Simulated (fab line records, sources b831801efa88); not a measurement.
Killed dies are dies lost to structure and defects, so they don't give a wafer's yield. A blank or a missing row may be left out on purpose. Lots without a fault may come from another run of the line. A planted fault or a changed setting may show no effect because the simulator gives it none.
Which tool did it? | flow gf180mcu | 12 lots, 32 wafers sampled, at 6 steps of a route of 602

WHAT THE GAUGES READ, wafer by wafer
GF_M4_RS_MEAS_05: measures by four-point-probe. Usual: M4_ALCU_RS 0.0699 ohm/sq, standard deviation 0.00079.
lot  | measured     | on            | M4_ALCU_RS (ohm/sq)  | flag
L394 | day 22 12:56 | film_metro-01 | 0.0682 0.0694 0.0695 |
L395 | day 22 21:59 | film_metro-01 | 0.0712 0.0703 0.0703 |
L396 | day 23 08:42 | film_metro-03 | 0.0701 0.0707 0.0707 |
L397 | day 23 12:22 | film_metro-02 | 0.0692 0.0701        |
L398 | day 23 23:40 | film_metro-02 | 0.0690 0.0688 0.0687 |
L400 | day 25 09:11 | film_metro-01 | 0.0708 0.0706 0.0691 |
L402 | day 25 21:34 | film_metro-02 | 0.0699 0.0690 0.0698 |
L404 | day 27 02:38 | film_metro-03 | 0.0678 0.0681        |
L407 | day 27 16:57 | film_metro-02 | 0.0699 0.0695        |
L409 | day 27 19:47 | film_metro-03 | 0.0701 0.0701        |
L408 | day 27 21:05 | film_metro-02 | 0.0696 0.0709 0.0691 |
L410 | day 28 04:05 | film_metro-02 | 0.0705 0.0722 0.0708 |

GF_V4_THK_MEAS_03. Usual: V4_CVD_02_THK 847 nm, standard deviation 12.
lot  | measured     | on            | V4_CVD_02_THK (nm) | flag
L394 | day 23 13:08 | film_metro-04 | 837 846 843        |
L395 | day 23 21:19 | film_metro-01 | 868 849 846        |
L396 | day 24 07:55 | film_metro-01 | 835 831 847        |
L397 | day 24 10:37 | film_metro-03 | 843 850            |
L398 | day 24 22:08 | film_metro-03 | 859 852 874        |
L400 | day 26 06:35 | film_metro-04 | 834 838 844        |
L402 | day 26 19:14 | film_metro-03 | 847 844 862        |
L404 | day 27 23:25 | film_metro-03 | 1459 847 1460 846  | OFF
L407 | day 28 13:20 | film_metro-04 | 846 1473 846 1474  | OFF
L409 | day 28 16:41 | film_metro-04 | 840 1442 840 1443  | OFF
L408 | day 28 17:35 | film_metro-04 | 827 862 848        |
L410 | day 29 00:21 | film_metro-01 | 847 853 853        |

GF_V4_BOW_MEAS_05. Usual: V4_BOW 134 um, standard deviation 11.
lot  | measured     | on            | V4_BOW (um) | flag
L394 | day 23 13:30 | film_metro-03 | 147 132 142 |
L395 | day 23 21:41 | film_metro-01 | 134 139 126 |
L396 | day 24 08:16 | film_metro-03 | 113 99 104  |
L397 | day 24 11:02 | film_metro-04 | 147 144     |
L398 | day 24 22:31 | film_metro-01 | 125 140 146 |
L400 | day 26 06:56 | film_metro-01 | 133 149 140 |
L402 | day 26 19:35 | film_metro-03 | 124 132 124 |
L404 | day 28 00:59 | film_metro-01 | 131 136     |
L407 | day 28 15:52 | film_metro-04 | 129 130     |
L409 | day 28 19:36 | film_metro-04 | 132 123     |
L408 | day 28 17:58 | film_metro-01 | 135 143 142 |
L410 | day 29 00:44 | film_metro-01 | 111 106 112 |

GF_V4_OVL_MEAS_15. Usual: V4_OVL 1 nm, standard deviation 5.3.
lot  | measured     | on         | V4_OVL (nm) | flag
L394 | day 24 11:30 | overlay-02 | -1 1 -1     |
L395 | day 24 19:45 | overlay-02 | 6 1 9       |
L396 | day 25 06:50 | overlay-02 | -5 -7 -2    |
L397 | day 25 09:22 | overlay-01 | 4 4         |
L398 | day 25 20:09 | overlay-02 | -4 -10 -9   |
L400 | day 27 04:11 | overlay-02 | -4 -2 0     |
L402 | day 27 16:20 | overlay-02 | 1 3 5       |
L404 | day 28 19:34 | overlay-02 | -2 6        |
L407 | day 29 09:00 | overlay-01 | -3 -4       |
L409 | day 29 11:38 | overlay-02 | 2 1         |
L408 | day 29 13:02 | overlay-02 | -6 -3 -1    |
L410 | day 29 20:11 | overlay-02 | -6 -6 -7    |

WHICH TOOL RAN EACH LOT (tool, then ch and the chambers of the sampled wafers, then the start)
lot  | GF_V4_CVD_02                    | GF_V4_CMP_04
L394 | pecvd-04 ch 0,2, day 23 13:04   | cmp-01 ch 0,1,3, day 23 13:12
L395 | pecvd-03 ch 0,1,2, day 23 21:14 | cmp-01 ch 0,2, day 23 21:25
L396 | pecvd-01 ch 0,1, day 24 07:50   | cmp-01 ch 2,3, day 24 07:58
L397 | pecvd-04 ch 0,2, day 24 10:33   | cmp-02 ch 0,1, day 24 10:51
L398 | pecvd-04 ch 0,1, day 24 22:04   | cmp-02 ch 0,2,3, day 24 22:11
L400 | pecvd-04 ch 0,2, day 26 06:31   | cmp-02 ch 0,2,3, day 26 06:38
L402 | pecvd-01 ch 0,2, day 26 19:10   | cmp-02 ch 0,1,3, day 26 19:20
L404 | pecvd-04 ch 1,2, day 27 23:21   | cmp-01 ch 2,3, day 28 00:40
L407 | pecvd-04 ch 0,1, day 28 13:16   | cmp-02 ch 0,3, day 28 15:22
L409 | pecvd-04 ch 0,1, day 28 16:37   | cmp-02 ch 2,3, day 28 19:21
L408 | pecvd-01 ch 0,2, day 28 17:28   | cmp-02 ch 0,1,2, day 28 17:38
L410 | pecvd-03 ch 0,1, day 29 00:16   | cmp-01 ch 0,3, day 29 00:23
- GF_V4_CVD_02: deposits SiO2 from TEOS, target thk 850 nm, time 94.851 s.
- GF_V4_CMP_04: polishes SiO2.

WHAT THE TOOLS THEMSELVES READ (means of the sampled wafers that have a number; where no wafer has one, the mark that the record gives instead)
GF_V4_CVD_02. Usual: heater_power_w 705 W, standard deviation 99.
lot  | tool     | heater_power_w (W) | flag
L394 | pecvd-04 | 651                |
L395 | pecvd-03 | 809                |
L396 | pecvd-01 | 644                |
L397 | pecvd-04 | 729                |
L398 | pecvd-04 | 605                |
L400 | pecvd-04 | 692                |
L402 | pecvd-01 | 742                |
L404 | pecvd-04 | 736                |
L407 | pecvd-04 | 616                |
L409 | pecvd-04 | 653                |
L408 | pecvd-01 | 715                |
L410 | pecvd-03 | 738                |

GF_V4_CMP_04. Usual: motor_current_A 13.0 A, standard deviation 1.2; platen_rpm 60.00 rpm, standard deviation 0.032; retaining_ring_pressure_frac 1.000, standard deviation 0.0054; time_to_endpoint_s 80 s, standard deviation 6.7.
lot  | tool   | motor_current_A (A) | platen_rpm (rpm) | retaining_ring_pressure_frac | time_to_endpoint_s (s) | flag
L394 | cmp-01 | 12.7                | 60.00            | 0.997                        | 77                     |
L395 | cmp-01 | 12.4                | 59.98            | 0.998                        | 82                     |
L396 | cmp-01 | 11.9                | 59.97            | 1.003                        | 81                     |
L397 | cmp-02 | 13.1                | 60.01            | 0.999                        | 81                     |
L398 | cmp-02 | 13.7                | 60.01            | 1.002                        | 84                     |
L400 | cmp-02 | 13.3                | 60.01            | 0.999                        | 77                     |
L402 | cmp-02 | 14.2                | 60.02            | 1.000                        | 79                     |
L404 | cmp-01 | 12.6                | 60.02            | 0.994                        | 204                    | OFF
L407 | cmp-02 | 14.1                | 59.97            | 1.005                        | 201                    | OFF
L409 | cmp-02 | 13.6                | 60.00            | 1.003                        | 182                    | OFF
L408 | cmp-02 | 13.2                | 60.01            | 1.002                        | 79                     |
L410 | cmp-01 | 11.3                | 60.01            | 0.999                        | 85                     |

THE ANSWER, worked out from the rows above alone
Rule: a lot is off if the mean of its wafers that have a number lies more than 3 standard deviations from the usual mean. A lot without any number at a reading at which 4 lots or more have one is off too. The other lots that the step has rows for count as sound. The gauges are gone through in route order, then the tools' own readings, and for those a lot's mean is taken as printed above. The first step at which some lot is off is used, and at that step the reading that is off furthest; a lot without a number counts as furthest.
Off: L404, L407, L409, at GF_V4_THK_MEAS_03 (V4_CVD_02_THK).
A tool fits if, at a process step before that reading, it ran every lot that is off, and no sound lot after the first of them. The gauges at GF_V4_THK_MEAS_03 aren't tried: what is off there is off at GF_V4_CMP_04 too, on other tools, and a gauge's error can't cause that. One fits: pecvd-04 at GF_V4_CVD_02. Its last sound lot is L400 (day 26 06:31), its first lot that is off L404 (day 27 23:21): a fault that began between those two fits.

WHAT THE SIMULATOR HAD PUT IN
Process parameter drift: pecvd-04, from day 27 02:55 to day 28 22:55, at GF_V4_CVD_02. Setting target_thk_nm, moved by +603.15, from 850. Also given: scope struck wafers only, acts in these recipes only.
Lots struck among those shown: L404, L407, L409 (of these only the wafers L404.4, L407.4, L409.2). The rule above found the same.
